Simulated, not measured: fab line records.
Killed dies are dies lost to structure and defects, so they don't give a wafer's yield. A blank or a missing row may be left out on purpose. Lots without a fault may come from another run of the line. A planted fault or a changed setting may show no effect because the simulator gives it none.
2 desks, one fault    flow gf180mcu    what lay behind the numbers comes last; until then each desk has only its own

## DESK OF THE TOOL OWNER: pvd_sputter-04
The tool's own readings at GF_M1_SPUTTER_04 (material TiN, target thk 50 nm, time 41.7 s): means of the sampled wafers that have a number, for each lot that ran on this tool. A lot is out of limits, marked OUT, if its mean lies more than 4 standard deviations from the usual mean; the brackets give that distance.
Columns: A = cathode_dc_power_W at GF_M1_SPUTTER_04, usual 6500.1 W; B = chamber_pressure_pa at GF_M1_SPUTTER_04, usual 0.3999 Pa; C = throttle_valve_pct at GF_M1_SPUTTER_04, usual 29.6 %
lot   first seen here  A       B                         C
L210  day 17 00:32     6501.1  0.3996                    28.6
L213  day 18 02:56     6498.9  0.3985                    29.1
L214  day 18 18:20     6500.3  0.3996                    28.8
L215  day 19 00:55     6500.1  0.3147 (-99 or more) OUT  32.5
L219  day 20 08:04     6500.8  0.3149 (-99 or more) OUT  32.7
L229  day 23 14:26     6499.5  0.3999                    29.8
L231  day 24 05:04     6500.0  0.4000                    28.9
L232  day 24 13:36     6499.6  0.4003                    29.5
This desk's verdict: out of limits on L215, L219, starting with L215 at day 19 00:55 (chamber_pressure_pa at GF_M1_SPUTTER_04). L210, L213, L214, L229, L231, L232: within limits.

## THE METROLOGY DESK
Means of the sampled wafers that have a number, per lot and without regard to the tool the lot ran on: this is what the gauges read. A lot is out of limits, marked OUT, if its mean lies more than 4 standard deviations from the usual mean; the brackets give that distance.
Columns: A = HV_LDD_01_OVL at GF_HV_LDD_OVL_MEAS_20, usual 0.2 nm; B = SAB_OVL at GF_SAB_OVL_MEAS_10, usual 0.6 nm
lot   first seen here  A     B
L209  day 10 18:52     -0.5  -0.6
L210  day 11 10:22     -1.1  2.2
L211  day 11 16:01     0.4   0.9
L212  day 11 23:09     0.5   2.0
L213  day 12 09:42     1.0   1.3
L214  day 12 21:10     1.2   1.4
L215  day 13 01:22     -1.3  -1.0
L219  day 14 06:35     0.0   0.9
L226  day 16 07:32     -2.2  1.3
L229  day 17 05:20     -0.1  1.1
L230  day 17 17:19     0.8   0.8
L231  day 17 21:44     -0.3  1.0
L232  day 18 06:00     1.2   -2.0
Finding of this desk: none of the 13 lots has anything out of limits.

## TAKEN TOGETHER
On L215, L219, at day 19 00:55, an alarm was possible from the tool owner's desk.
Nothing out of limits was seen by the metrology desk.
The metrology desk holds a record of L215, L219, inside its limits.
All the named lots went through GF_M1_SPUTTER_04 on pvd_sputter-04.

## WHAT THE SIMULATOR HAD PUT IN
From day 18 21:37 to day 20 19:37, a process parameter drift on pvd_sputter-04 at GF_M1_SPUTTER_04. Setting chamber_pressure_pa, moved by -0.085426, from 0.4. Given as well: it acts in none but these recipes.
Lots struck among those shown: L215, L219.
Delay in hours, fault start to first out-of-limits reading, by desk: the tool owner's desk at 3.
